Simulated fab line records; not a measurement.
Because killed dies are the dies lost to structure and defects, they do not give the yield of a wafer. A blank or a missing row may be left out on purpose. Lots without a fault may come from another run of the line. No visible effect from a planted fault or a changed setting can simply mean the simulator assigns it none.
Code-filled problem report in 8D (eight disciplines) form	flow sky130	the parts of the form that need people (team, actions taken, sign-off) are left out

## 1. THE ISSUE
Wafers without a fault read 588 W, standard deviation 3.4; rf-fwd-power-W at SKY_SONOS_ONO_ETCH_15 reads a mean of 491 W on 6 wafers belonging to 2 lots. That puts it -28 standard deviations away from the usual mean.
The step: etches the open film in CHF3/O2, target depth 19.52 nm, time 7.8 s.
Seen first at day 15 14:50 on rie-diel-03, wafer L406.3. The record holds 42 wafers of 14 lots with a number at this step. Rule for "out" (also "out of limits"): further than 4 standard deviations from the usual mean. The other wafers with a number count as sound.

## 2. WHAT IT IS AND WHAT IT IS NOT
question	is	is not
which readings at this step	rf-fwd-power-W	drypump-motor-current-A
which lots	L406, L409	L397, L398, L399, L400, L401, L402, L405, L413, L416, L418, L419, L420
which wafers of those lots	all that have a number	-
read on which tools	rie-diel-03	rie-diel-02, rie-diel-04
when	from day 15 14:50	up to then (21 sound wafers); but 15 sound wafers of L413, L416, L418, L419, L420 came after

## 3. SUSPECTS, AND WHAT RULES EACH OUT
Counting: a tool at any process step up to the reading remains a suspect when it ran all the lots that are out and ran no sound lot after the first of those.
- rie-diel-03 at SKY_SONOS_ONO_ETCH_15 (etches the open film in CHF3/O2, target depth 19.52 nm, time 7.8 s): ruled out as a lasting fault. After its first lot that is out, L406 (day 15 14:50), sound lots L416, L418, L419, L420 ran on it.
Left after counting: nothing in the record.

## 4. THE CAUSE (what the simulator had put in)
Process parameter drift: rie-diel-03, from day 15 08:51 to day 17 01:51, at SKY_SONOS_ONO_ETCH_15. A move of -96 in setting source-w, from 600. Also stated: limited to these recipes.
Counting ruled it out, wrongly.

## 5. SEQUENCE OF EFFECTS, ordered by route
Each row: a reading where the mean over the struck wafers with a number is more than 3 standard deviations away from the usual. Readings are gone through only where the record gives a usual standard deviation; hours: the median, over the lots, of the time from a lot's start at the first step in this table giving one to that lot's start at this step; sigmas: the change measured in usual standard deviations.
hours	step	reading	usual	on struck wafers	change	sigmas
0	SKY_SONOS_ONO_ETCH_15	oes-product-au	1.000 a.u.	0.964	-0.036	-3.2
0	SKY_SONOS_ONO_ETCH_15	rf-fwd-power-W	588 W	491	-97	-28
It contains these process steps:
- SKY_SONOS_ONO_ETCH_15: etches the open film in CHF3/O2, target depth 19.52 nm, time 7.8 s.

## 6. WHAT WOULD HAVE CAUGHT IT SOONER
First out-of-limits reading in this record: day 15 14:50, which is 6 hours after fault onset at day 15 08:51.
